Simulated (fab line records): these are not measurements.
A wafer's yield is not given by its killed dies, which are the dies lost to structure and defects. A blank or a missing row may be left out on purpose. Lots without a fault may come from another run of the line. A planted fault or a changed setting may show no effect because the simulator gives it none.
A struck lot beside a sound one | flow sky130 | 33 out of 708 route steps
Sound: these wafers, L707.1, L707.5, L707.6. Struck: wafer L719.4 (left out: L719.3, L719.6 of the same lot, which were not struck); the cause appears at the end.
Each step with rows lists, per side, the tool, then ch with its chambers, then its first start. Under that, the readings that differ: sound wafers | struck wafers | difference of the means | sigmas: that difference in standard deviations of wafers without a fault.
alike: words and numbers the same on both sides, and readings whose means are apart by under 2 such deviations; not compared: readings that were withheld, readings missing a value for some wafer, numbers with overlapping values and no deviation given by the record, and bounds like >300 which may hide the same value.
Wherever a step has rows on one side only, a row that says differs or no value, or a row with sigmas, the two part there. When numbers do not overlap yet have no deviation, they are printed without sigmas and do not part them. A reading that every wafer of one side lacks parts them only if that side has two wafers or more.

first, 4 steps without rows for these wafers: SKY_LOCAL_INTERCONNECT_SOFTBAKE_07 (time 90 s); SKY_LOCAL_INTERCONNECT_EXPOSE_08 (exposes mask LI1M, target cd 170 nm); SKY_LOCAL_INTERCONNECT_PEB_09; SKY_LOCAL_INTERCONNECT_DEVELOP_10 (develop time 60 s).
SKY_LOCAL_INTERCONNECT_CD_MEAS_11 targets a cd of 170 nm.
  sound on cd-sem-01 at day 31 04:46; struck on cd-sem-02 at day 34 10:40
  alike: cd-nm
SKY_LOCAL_INTERCONNECT_OVL_MEAS_12:
  sound on overlay-01 at day 31 04:53; struck on overlay-01 at day 34 10:45
  reading                     | sound | struck | difference | sigmas
  LOCAL_INTERCONNECT_OVL (nm) | 6 7 7 | -6     | -13        | -2
SKY_LOCAL_INTERCONNECT_ETCH_13: etches BARC in N2/H2, stops on SiO2, time 45.9 s, target depth 60 nm.
  sound on rie-metal-02 ch 0,1, day 31 04:56; struck on rie-metal-03 ch 1, day 34 10:48
  alike: drypump-motor-current-A, oes-product-au, throttle-valve-pct
  not compared: rf-hours-counter-h
SKY_LOCAL_INTERCONNECT_METAL_ETCH_14: etches TiN in Cl2/BCl3, stops on PSG, target depth 110 nm, time 31.4 s.
  sound on rie-metal-02 ch 0,1, day 31 04:59; struck on rie-metal-03 ch 1, day 34 10:51
  alike: drypump-motor-current-A, oes-product-au, throttle-valve-pct
  not compared: rf-hours-counter-h
then, 4 steps without rows for these wafers: SKY_LOCAL_INTERCONNECT_STRIP_15 (strips in O2/N2); SKY_LOCAL_INTERCONNECT_STRIP_16 (strips in post etch residue remover, time 1200 s); SKY_LOCAL_INTERCONNECT_CLEAN_17 (cleans in IPA, time 180 s); SKY_LOCAL_INTERCONNECT_CLEAN_18 (cleans in O3/DIW).
SKY_CONTACT_CVD_00: deposits Si3N4, target thk 75 nm.
  sound on pecvd-04 ch 0,1,2, day 31 05:38; struck on pecvd-04 ch 0, day 34 11:31
  reading                                   | sound             | struck | difference | sigmas
  model.Si3N4_of_CONTACT_CVD_00.thk-nm (nm) | 74.11 74.04 74.32 | 101.3  | +27.1      |
  alike: heater-power-w
SKY_CONTACT_THK_MEAS_01:
  sound on film-metro-03 at day 31 05:40; struck on film-metro-04 at day 34 11:34
  reading                 | sound          | struck | difference | sigmas
  CONTACT_CVD_00_THK (nm) | 74.1 74.0 74.4 | 101.4  | +27.2      | +31
then, 1 step without rows for these wafers: SKY_CONTACT_HDPCVD_02 (deposits SiO2, target thk 565 nm, time 94.2 s).
SKY_CONTACT_THK_MEAS_03:
  sound on film-metro-04 at day 31 05:48; struck on film-metro-01 at day 34 11:42
  alike: CONTACT_HDPCVD_THK
SKY_CONTACT_CMP_04: polishes SiO2.
  sound on cmp-02 ch 0,2,3, day 31 05:58; struck on cmp-02 ch 0, day 34 11:44
  alike: motor-current-A
SKY_CONTACT_BOW_MEAS_05:
  sound on film-metro-01 at day 31 06:10; struck on film-metro-01 at day 34 12:05
  alike: CONTACT_BOW
then, 8 steps without rows for these wafers: SKY_CONTACT_DEHYDRATE_06 (time 60 s); SKY_CONTACT_HMDS_07 (prime time 60 s); SKY_CONTACT_COAT_08 (resist thk 60 nm); SKY_CONTACT_COAT_09 (resist thk 450 nm); SKY_CONTACT_SOFTBAKE_10 (time 90 s); SKY_CONTACT_EXPOSE_11 (exposes mask CTM1, target cd 170 nm); SKY_CONTACT_PEB_12; SKY_CONTACT_DEVELOP_13 (develop time 60 s).
SKY_CONTACT_CD_MEAS_14 targets a cd of 170 nm.
  sound on cd-sem-01 at day 32 09:55; struck on cd-sem-01 at day 35 15:10
  alike: cd-nm
SKY_CONTACT_OVL_MEAS_15:
  sound on overlay-02 at day 32 10:02; struck on overlay-01 at day 35 15:15
  alike: CONTACT_OVL
SKY_CONTACT_ETCH_16: etches BARC in N2/H2, stops on SiO2, time 45.9 s, target depth 60 nm.
  sound on rie-diel-02 ch 0,1, day 32 10:04; struck on rie-diel-04 ch 1, day 35 15:16
  reading                     | sound       | struck | difference | sigmas
  drypump-motor-current-A (A) | 6.2 6.6 6.3 | 5.1    | -1.3       | -3
  alike: oes-product-au, throttle-valve-pct
  not compared: rf-hours-counter-h
then, 1 step without rows for these wafers: SKY_CONTACT_ETCH_17 (etches SiO2 in C4F8/O2/Ar, stops on Si3N4, target depth 340 nm).
SKY_CONTACT_ETCH_18: etches Si3N4 in CHF3/O2, stops on TiN, time 39 s, target depth 75 nm.
  sound on rie-diel-02 ch 0,1; struck on rie-diel-04 ch 1
  reading                     | sound             | struck | difference | sigmas
  drypump-motor-current-A (A) | 6.2 6.6 6.2       | 5.1    | -1.2       | -3
  oes-product-au (a.u.)       | 0.852 0.847 0.856 | 0.986  | +0.134     | +19
  model.etch.depth-nm (nm)    | 74.11 74.04 74.32 | 96.26  | +22.10     |
  alike: throttle-valve-pct
  not compared: rf-hours-counter-h
SKY_CONTACT_STRIP_19: strips in O2/N2.
  sound on plasma-asher-03 ch 0,1, day 32 10:13; struck on plasma-asher-04 ch 1, day 35 15:26
  alike: drypump-motor-current-A, oes-product-au, strip-time-to-endpoint-s
  not compared: rf-hours-counter-h
-- the record jumps here: 13 days lie between the struck wafers' starts before and after (it left off in module CONTACT and takes up again in module PAD_OPEN, whose first step shown is number 708 of the route) --
SKY_PAD_OPEN_PROBE_99:
  sound on prober-01 at day 46 09:22; struck on prober-02 at day 48 19:22
  reading            | sound     | struck | difference | sigmas
  killed_at_M4_up    | 5 7 5     | 1      | -5         | -3
  killed-at-contacts | 32 28 29  | 410    | +380       | +78
  killed-dies        | 85 101 76 | 481    | +394       | +41
  killed-on-rim      | 19 22 19  | 95     | +75        | +21
  alike: killed_at_M0_to_M3, killed-at-front-end, killed-at-other, killed-open, killed-short

WHERE THEY PART
At SKY_LOCAL_INTERCONNECT_OVL_MEAS_12 first; at SKY_PAD_OPEN_PROBE_99 last (within this record only).

WHY: the cause the simulator had injected
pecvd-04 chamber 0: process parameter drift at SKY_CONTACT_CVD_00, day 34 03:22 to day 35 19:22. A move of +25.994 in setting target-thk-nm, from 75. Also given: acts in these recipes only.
